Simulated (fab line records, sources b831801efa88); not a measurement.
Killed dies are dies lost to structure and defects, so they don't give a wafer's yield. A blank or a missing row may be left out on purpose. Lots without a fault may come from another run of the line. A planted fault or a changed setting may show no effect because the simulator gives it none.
Problem report in the 8D (eight disciplines) form, filled by code | flow sfq_line | the parts of the form that need people (team, actions taken, sign-off) are left out

1. THE PROBLEM
run_length_s at SFQ_TRILAYER_L0_BARC_OPEN_METAL_ETCH_010 reads a mean of 65.00 s on 2 wafers of 2 lots; wafers without a fault read 69.78 s with a standard deviation of 0.3. That is -16 standard deviations from the usual mean.
The step: etches BARC in O2, target depth 125 nm, time 41.7 s.
First seen on wafer L850.5, day 5 21:16, on rie_metal-02. The record holds 41 wafers of 14 lots with a number at this step. Rule for "out", or "out of limits": more than 4 standard deviations from the usual mean. The other wafers with a number count as sound.

2. WHAT IT IS AND WHAT IT IS NOT
question                    | is                           | is not
which readings at this step | run_length_s, oes_product_au | drypump_motor_current_A
which lots                  | L850, L857                   | L845, L848, L849, L853, L854, L860, L861, L862, L863, L864, L866, L867
which wafers of those lots  | L850.5, L857.6               | L850.1, L850.3, L857.3
read on which tools         | rie_metal-02                 | rie_metal-03, rie_metal-04
when                        | from day 5 21:16             | up to then (11 sound wafers); but 28 sound wafers of L853, L854, L857, L860, L861, L862, L863, L864, L866, L867 came after

3. SUSPECTS, AND WHAT RULES EACH OUT
Counting: a tool at a process step up to the reading stays a suspect if it ran every lot that is out. Sound lots after the first of them don't rule it out here, since some wafers of a struck lot are sound.
- rie_metal-02 at SFQ_TRILAYER_L0_BARC_OPEN_METAL_ETCH_010 (etches BARC in O2, target depth 125 nm, time 41.7 s): kept. It ran every lot that is out, first L850 (day 5 21:16); its last sound lot up to then is L849 (day 5 16:28). Its own readings are out on those wafers: oes_product_au, run_length_s.
Left after counting: rie_metal-02 at SFQ_TRILAYER_L0_BARC_OPEN_METAL_ETCH_010.

4. THE CAUSE (what the simulator had put in)
Process parameter drift: rie_metal-02, from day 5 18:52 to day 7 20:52, at SFQ_TRILAYER_L0_BARC_OPEN_METAL_ETCH_010. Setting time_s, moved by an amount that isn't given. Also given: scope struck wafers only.
Counting left only this tool.

5. THE CHAIN OF EFFECTS, in route order
Each row: a reading whose mean over the struck wafers that have a number lies more than 3 standard deviations from the usual. Only readings for which the record gives a usual standard deviation are gone through. hours: the time from each lot's start at the first step in this table that gives one to its start at this step, as a median over the lots. sigmas: the change in usual standard deviations.
hours | step                                     | reading        | usual      | on struck wafers | change | sigmas
0     | SFQ_TRILAYER_L0_BARC_OPEN_METAL_ETCH_010 | oes_product_au | 0.685 a.u. | 0.751            | +0.066 | +16
0     | SFQ_TRILAYER_L0_BARC_OPEN_METAL_ETCH_010 | run_length_s   | 69.78 s    | 65.00            | -4.78  | -16
The process steps in it:
- SFQ_TRILAYER_L0_BARC_OPEN_METAL_ETCH_010: etches BARC in O2, target depth 125 nm, time 41.7 s.

6. WHAT WOULD HAVE CAUGHT IT SOONER
In this record the first reading out of limits was taken at day 5 21:16, 2 hours after the fault began at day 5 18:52.
